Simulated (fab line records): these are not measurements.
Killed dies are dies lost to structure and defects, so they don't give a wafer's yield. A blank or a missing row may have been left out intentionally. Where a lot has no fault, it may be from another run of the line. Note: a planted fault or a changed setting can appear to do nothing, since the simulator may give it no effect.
Which of the tools did it?	flow sfqLine	44 wafers from 15 lots sampled at 2 of the route's 325 steps

WHAT THE GAUGES SHOWED, per wafer
The record holds no reading of a measuring or inspecting step that can be judged against a usual standard deviation.

EACH LOT AND THE TOOL THAT RAN IT (in order: tool; ch and the chambers of the sampled wafers; start)
lot	SFQ_TRILAYER_A5C_DEP_PECVD_142	SFQ_TRILAYER_C5_ETCH_VIA_ETCH_154
L152	pecvd-02 ch 0,1,2, day 58 01:08	rieDiel-01 ch 1,2,3, day 63 12:06
L153	pecvd-02 ch 1,2, day 58 07:08	rieDiel-03 ch 1,2, day 63 14:30
L154	pecvd-02 ch 0,1,2, day 58 12:52	rieDiel-03 ch 0,1,2, day 63 19:35
L155	pecvd-02 ch 0,1,2, day 58 16:28	rieDiel-03 ch 1,2,3, day 63 23:33
L156	pecvd-04 ch 0,1, day 58 17:40	rieDiel-02 ch 0,1,2, day 64 01:57
L157	pecvd-02 ch 1,2, day 59 02:46	rieDiel-03 ch 1,2, day 64 07:18
L165	pecvd-04 ch 0,1, day 62 00:50	rieDiel-01 ch 0,1,2, day 66 18:29
L166	pecvd-04 ch 0,1, day 62 06:43	rieDiel-03 ch 1,2,3, day 66 21:01
L168	pecvd-02 ch 0,2, day 62 09:43	rieDiel-01 ch 0,3, day 67 09:43
L169	pecvd-04 ch 0,1, day 62 12:58	rieDiel-02 ch 1,3, day 67 10:55
L171	pecvd-02 ch 0,1,2, day 62 20:10	rieDiel-02 ch 1,3, day 67 13:19
L172	pecvd-02 ch 0,1,2, day 63 03:22	rieDiel-02 ch 0,2,3, day 67 19:14
L173	pecvd-02 ch 0,1,2, day 63 08:10	rieDiel-02 ch 0,2,3, day 68 00:02
L174	pecvd-04 ch 0,1,2, day 63 09:32	rieDiel-02 ch 1,2,3, day 68 03:38
L175	pecvd-04 ch 0,1,2, day 64 16:22	rieDiel-01 ch 1,3, day 68 06:47
- SFQ_TRILAYER_A5C_DEP_PECVD_142: deposits SiO2 from SiH4/N2O, time 15.556 s, target thk 70 nm.
- SFQ_TRILAYER_C5_ETCH_VIA_ETCH_154: etches SiO2 in CHF3, stops on Nb, target depth 84 nm.

WHAT THE TOOLS THEMSELVES READ (means of the sampled wafers that have a number; where no wafer has one, the mark that the record gives instead)
SFQ_TRILAYER_A5C_DEP_PECVD_142.
lot	tool	heaterPowerW (W)	throttleValvePct (%)
L152	pecvd-02	90	24.9
L153	pecvd-02	101	24.6
L154	pecvd-02	90	25.0
L155	pecvd-02	86	25.0
L156	pecvd-04	92	23.5
L157	pecvd-02	94	24.6
L165	pecvd-04	92	23.6
L166	pecvd-04	93	23.6
L168	pecvd-02	87	25.1
L169	pecvd-04	82	24.2
L171	pecvd-02	89	24.8
L172	pecvd-02	91	24.8
L173	pecvd-02	87	24.9
L174	pecvd-04	78	23.9
L175	pecvd-04	86	23.8

SFQ_TRILAYER_C5_ETCH_VIA_ETCH_154.
lot	tool	biasW (W)	drypumpMotorCurrentA (A)	oesProductAu (a.u.)
L152	rieDiel-01	80.00	5.6	0.891
L153	rieDiel-03	80.04	5.7	0.900
L154	rieDiel-03	80.07	5.6	0.921
L155	rieDiel-03	79.79	5.3	0.922
L156	rieDiel-02	80.15	5.6	0.886
L157	rieDiel-03	80.31	5.4	0.934
L165	rieDiel-01	79.97	5.4	0.882
L166	rieDiel-03	79.76	5.3	0.894
L168	rieDiel-01	80.04	5.3	0.894
L169	rieDiel-02	79.97	5.8	0.889
L171	rieDiel-02	79.88	5.8	0.905
L172	rieDiel-02	79.90	5.6	0.892
L173	rieDiel-02	80.08	5.6	0.893
L174	rieDiel-02	79.86	5.7	0.884
L175	rieDiel-01	80.08	5.6	0.888

THE ANSWER, worked out from the rows above alone
Rule: the lots themselves supply what counts as usual. Put in order of their means at a reading, lots are off if they are a third of the lots or fewer, leave a main group of 4 or more, and stand apart from it by a gap of 3 or more times the standard deviation of the main group's means; of several such gaps the widest counts. A main group whose means are all the same, to the digits that the tables above print for the reading, isn't used. A lot without any number at a reading at which 4 lots or more have one is off too. Where the step has rows for the other lots, those lots are counted as sound. Order of review: gauges by route order, followed by the tools' own readings, for which a lot's mean as printed above is used. At the first step where some lot is off, the reading lying furthest off is the one used; lots without a number count as furthest.
Across all readings shown, no lot is off: no conclusion can be drawn from this.

WHAT WAS PUT IN BY THE SIMULATOR
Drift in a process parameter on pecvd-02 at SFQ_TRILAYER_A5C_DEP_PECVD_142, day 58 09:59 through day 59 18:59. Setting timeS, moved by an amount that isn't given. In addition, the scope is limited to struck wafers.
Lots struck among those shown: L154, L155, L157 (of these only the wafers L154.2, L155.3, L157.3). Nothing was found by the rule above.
